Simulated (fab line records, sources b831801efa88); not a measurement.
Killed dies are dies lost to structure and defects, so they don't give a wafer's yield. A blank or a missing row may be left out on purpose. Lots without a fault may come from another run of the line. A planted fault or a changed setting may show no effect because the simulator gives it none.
One fault seen from 2 desks | flow gf180mcu | each desk has only its own numbers; what lay behind them comes last

THE METROLOGY DESK
What the gauges read, lot by lot, whatever tool the lot ran on: means of the sampled wafers that have a number. A lot is out of limits, marked OUT, if its mean lies more than 4 standard deviations from the usual mean; the brackets give that distance.
Columns: A = cd_nm at GF_V4_CD_MEAS_14, usual 260.0 nm; B = TOP_METAL_OVL at GF_TOP_METAL_OVL_MEAS_15, usual 0.1 nm
lot  | first seen here | A     | B
L383 | day 24 08:10    | 259.2 | -0.1
L384 | day 24 18:34    | 260.1 | 0.6
L385 | day 24 23:52    | 260.3 | 0.1
L387 | day 25 21:40    | 260.4 | 1.0
L388 | day 26 04:16    | 259.4 | -0.0
L389 | day 26 11:52    | 257.4 | 125.8 (+90) OUT
L392 | day 27 09:05    | 260.0 | 126.0 (+90) OUT
L398 | day 29 12:36    | 259.6 | -0.1
L399 | day 29 13:47    | 259.8 | 0.2
L400 | day 29 19:54    | 259.4 | 2.0
L402 | day 30 08:05    | 260.9 | -0.9
L404 | day 30 22:28    | 258.8 | -1.8
This desk's finding: out of limits on L389, L392; first on L389, day 30 00:52 (TOP_METAL_OVL at GF_TOP_METAL_OVL_MEAS_15). In limits: L383, L384, L385, L387, L388, L398, L399, L400, L402, L404.

THE TOOL OWNER'S DESK: iline_stepper-02
The tool's own readings at GF_TOP_METAL_EXPOSE_11 (exposes mask MetalTop, target cd 440 nm): means of the sampled wafers that have a number, for each lot that ran on this tool. A lot is out of limits, marked OUT, if its mean lies more than 4 standard deviations from the usual mean; the brackets give that distance.
Columns: A = reticle_temp_C at GF_TOP_METAL_EXPOSE_11, usual 23.01 C
lot  | first seen here | A
L383 | day 27 15:26    | 23.03
L385 | day 28 07:24    | 23.05
L387 | day 29 01:13    | 23.20
L388 | day 29 06:37    | 23.20
L389 | day 29 15:30    | 22.98
L392 | day 30 10:13    | 22.90
This desk's finding: nothing out of limits on any of the 6 lots.

PUT TOGETHER
The metrology desk could have raised an alarm at day 30 00:52, on L389, L392.
The tool owner's desk saw nothing out of limits.
The tool owner's desk has L389, L392 on record, within its limits.
Of the lots named, all ran GF_TOP_METAL_EXPOSE_11 on iline_stepper-02.

WHAT THE SIMULATOR HAD PUT IN
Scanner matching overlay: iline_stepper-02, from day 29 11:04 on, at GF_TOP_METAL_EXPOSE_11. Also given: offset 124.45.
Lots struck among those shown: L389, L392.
Hours from the fault's start to each desk's first reading out of limits: the metrology desk, 14.
